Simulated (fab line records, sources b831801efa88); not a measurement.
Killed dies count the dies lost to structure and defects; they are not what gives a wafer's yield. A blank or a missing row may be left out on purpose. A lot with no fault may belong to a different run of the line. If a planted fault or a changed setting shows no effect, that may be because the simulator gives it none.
Matching of chambers	flow gf180mcu	GF_CONTACT_CVD_00 on hdpcvd-01: 3 sister chambers
The step deposits SiO2, target thk 300 nm, time 50 s. 14 wafers are shown with their chamber, then 7 later ones without.

WAFERS PAIRED WITH THEIR CHAMBERS
wafer	chamber	sih4-flow-sccm (sccm)
L793.3	1	60.04
L793.4	1	59.84
L793.6	2	60.16
L794.1	0	59.93
L794.5	1	60.21
L794.6	0	60.15
L795.2	2	60.07
L795.4	0	59.86
L795.5	1	59.76
L798.1	2	59.87
L798.2	1	60.13
L798.6	2	59.88
L797.3	2	59.76
L797.4	1	60.03

SIGNATURES (averages over the wafers above)
reading	chamber 0	chamber 1	chamber 2	scatter within a chamber
sih4-flow-sccm	59.9800	60.0017	59.9480	0.165
Rule: for a wafer and a chamber, the distance is found by dividing, reading by reading, the gap between the wafer's reading and the chamber's mean by the reading's scatter, squaring, summing and taking the root. The wafer belongs to the nearest chamber; if the next one is less than 2 further off, it can't be placed. How the scatter is found: for the shown wafers, subtract from each reading the mean of its chamber, square and add these, divide the total by (wafers less chambers), then take the root.

WAFERS WITH NO CHAMBER GIVEN
wafer	sih4-flow-sccm (sccm)
L797.5	60.03
L808.3	59.73
L808.4	59.74
L808.5	60.16
L814.1	59.84
L814.2	60.15
L814.4	60.02

CHAMBER TAKEN BY EACH
wafer	from the rows above	in truth
L797.5	can't be placed: 1 or 0 or 2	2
L808.3	can't be placed: 2 or 0 or 1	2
L808.4	can't be placed: 2 or 0 or 1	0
L808.5	can't be placed: 1 or 0 or 2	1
L814.1	can't be placed: 2 or 0 or 1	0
L814.2	can't be placed: 1 or 0 or 2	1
L814.4	can't be placed: 1 or 0 or 2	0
Correctly placed: 0 of 7. Cannot be placed on the basis of these rows: 7; the candidates contain the true chamber in 7. 0 placed wrongly.
